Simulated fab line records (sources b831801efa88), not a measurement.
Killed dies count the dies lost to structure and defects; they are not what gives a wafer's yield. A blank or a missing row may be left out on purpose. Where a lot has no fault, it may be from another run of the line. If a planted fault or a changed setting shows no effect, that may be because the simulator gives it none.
A struck lot beside a sound one :: flow sky130 :: 19 out of 708 route steps
Sound: wafers L346.1, L346.3, L346.6. The struck wafers were L356.1, L356.4, L356.5. At the end, the cause is stated.
Order at every step that has rows: each side's tool, ch and its chambers, its first start. Under that, the readings that differ: sound wafers :: struck wafers :: difference of the means :: sigmas: that difference in standard deviations of wafers without a fault.
alike: readings with means less than 2 such deviations apart, plus words and numbers identical on both sides. not compared: withheld readings, readings lacking a value on some wafer, bounds such as >300 that could conceal the same value, and numbers that have no deviation in the record and whose values overlap.
Wherever a step has rows on one side only, a row that says differs or no value, or a row with sigmas, the two part there. Non-overlapping numbers with no deviation appear without sigmas and do not part them. Lack of a reading on every wafer of one side parts them only where that side has two or more wafers.

SKY_VIA1_ETCH_15: etches SiO2 in C4F8/O2/Ar, stops on TiN, target depth 351 nm, time 54 s.
  sound on rie_diel-03 ch 0,2, day 35 12:57; struck on rie_diel-02 ch 1,3, day 38 07:52
  alike: oes_product_au
SKY_VIA1_STRIP_16: strips in O2/N2.
  sound on plasma_asher-01 ch 0,1, day 35 13:00; struck on plasma_asher-04 ch 0,1, day 38 07:55
  alike: drypump_motor_current_A, o2_flow_sccm, oes_product_au, strip_time_to_endpoint_s
  not compared: rf_hours_counter_h
then, 3 steps without rows for these wafers: SKY_VIA1_STRIP_17 (strips in post etch residue remover, time 1200 s); SKY_VIA1_CLEAN_18 (cleans in IPA, time 180 s); SKY_VIA1_CLEAN_19 (cleans in O3/DIW).
SKY_VIA1_SPUTTER_20: material TiN, target thk 20 nm, time 80 s.
  sound on pvd_sputter-01 at day 35 13:35; struck on pvd_sputter-01 at day 38 08:30
  alike: cathode_dc_power_W, chamber_pressure_pa, throttle_valve_pct
then, 1 step without rows for these wafers: SKY_VIA1_CVD_21 (deposits W, target thk 270 nm, time 80.902 s).
SKY_VIA1_RS_MEAS_22: a four-point-probe measurement.
  sound on film_metro-03 at day 35 13:44; struck on film_metro-03 at day 38 08:39
  alike: VIA1_W_RS
SKY_VIA1_THK_MEAS_23: measures by xrf.
  sound on film_metro-03 at day 35 13:52; struck on film_metro-03 at day 38 08:46
  alike: VIA1_W_THK
SKY_VIA1_CMP_24: polishes, stops on SiO2, t overpolish 15 s, target thk 0 nm.
  sound on cmp-02 ch 0,1,2, day 35 14:01; struck on cmp-02 ch 1,2,3, day 38 08:53
  alike: edge_zone_pressure_frac, motor_current_A, overpolish_run_s, time_to_endpoint_s
then, 1 step without rows for these wafers: SKY_METAL2_SPUTTER_00 (material Ti, target thk 15 nm, time 10 s).
SKY_METAL2_SPUTTER_01: material TiN, target thk 20 nm, time 16.7 s.
  sound on pvd_sputter-04 at day 35 14:14; struck on pvd_sputter-02 at day 38 09:10
  alike: cathode_dc_power_W, chamber_pressure_pa, throttle_valve_pct
SKY_METAL2_SPUTTER_02: material AlCu, target thk 250 nm, time 13.3 s.
  sound on pvd_sputter-04 at day 35 14:16; struck on pvd_sputter-02 at day 38 09:11
  no value came back on the struck wafers for cathode_dc_power_W (W), chamber_pressure_pa (Pa), throttle_valve_pct (%); on the sound wafers cathode_dc_power_W (W) reads 10599 10600 10599
then, 2 steps without rows for these wafers: SKY_METAL2_SPUTTER_03 (material Ti, target thk 5 nm, time 3.3 s); SKY_METAL2_SPUTTER_04 (material TiN, target thk 70 nm, time 58.3 s).
SKY_METAL2_RS_MEAS_05: a four-point-probe measurement.
  sound on film_metro-02 at day 35 14:22; struck on film_metro-02 at day 38 09:17
reading: METAL2_ALCU_RS (ohm/sq)
sound: 0.1272 0.1276 0.1277
struck: 8.6172 8.5803 8.6133
difference: +8.4761
sigmas: +99 or more
SKY_METAL2_THK_MEAS_06: measures by xrf.
  sound on film_metro-02 at day 35 14:29; struck on film_metro-02 at day 38 09:25
reading: METAL2_ALCU_THK (nm)
sound: 253.7 253.7 252.4
struck: <0.3 <0.3 <0.3
difference: differs
sigmas: 
then, 1 step without rows for these wafers: SKY_METAL2_DEHYDRATE_07 (time 60 s).
-- the record jumps here: 11 days lie between the struck wafers' starts before and after (it left off in module METAL2 and takes up again in module PAD_OPEN, whose first step shown is number 708 of the route) --
SKY_PAD_OPEN_PROBE_99:
  sound on prober-01 at day 46 23:05; struck on prober-01 at day 49 02:20
reading: defect_limited_yield (%)
sound: 83.3 84.8 83.9
struck: 0 0 0
difference: -84
sigmas: -47

reading: killed_at_M0_to_M3
sound: 38 39 37
struck: 452 446 450
difference: +411
sigmas: +60

reading: killed_dies
sound: 82 75 79
struck: 492 492 492
difference: +413
sigmas: +46

reading: killed_on_rim
sound: 20 14 14
struck: 96 96 96
difference: +80
sigmas: +21

reading: sort_bin_5_function (%)
sound: 9.3 9.3 9.6
struck: 92.1 91.9 92.9
difference: +82.9
sigmas: +55

reading: sort_n_pass
sound: 410 417 413
struck: 0 0 0
difference: -413
sigmas: -46

reading: sort_yield_pct (%)
sound: 83.3 84.8 83.9
struck: 0 0 0
difference: -84
sigmas: -47
  alike: killed_at_M4_up, killed_at_contacts, killed_at_front_end, killed_at_other, killed_open, killed_short, sort_bin_3_pad_short, sort_bin_6_memory

## WHERE THEY PART
Earliest at SKY_METAL2_SPUTTER_02; latest, in this record, at SKY_PAD_OPEN_PROBE_99.

WHY: what had been put in by the simulator
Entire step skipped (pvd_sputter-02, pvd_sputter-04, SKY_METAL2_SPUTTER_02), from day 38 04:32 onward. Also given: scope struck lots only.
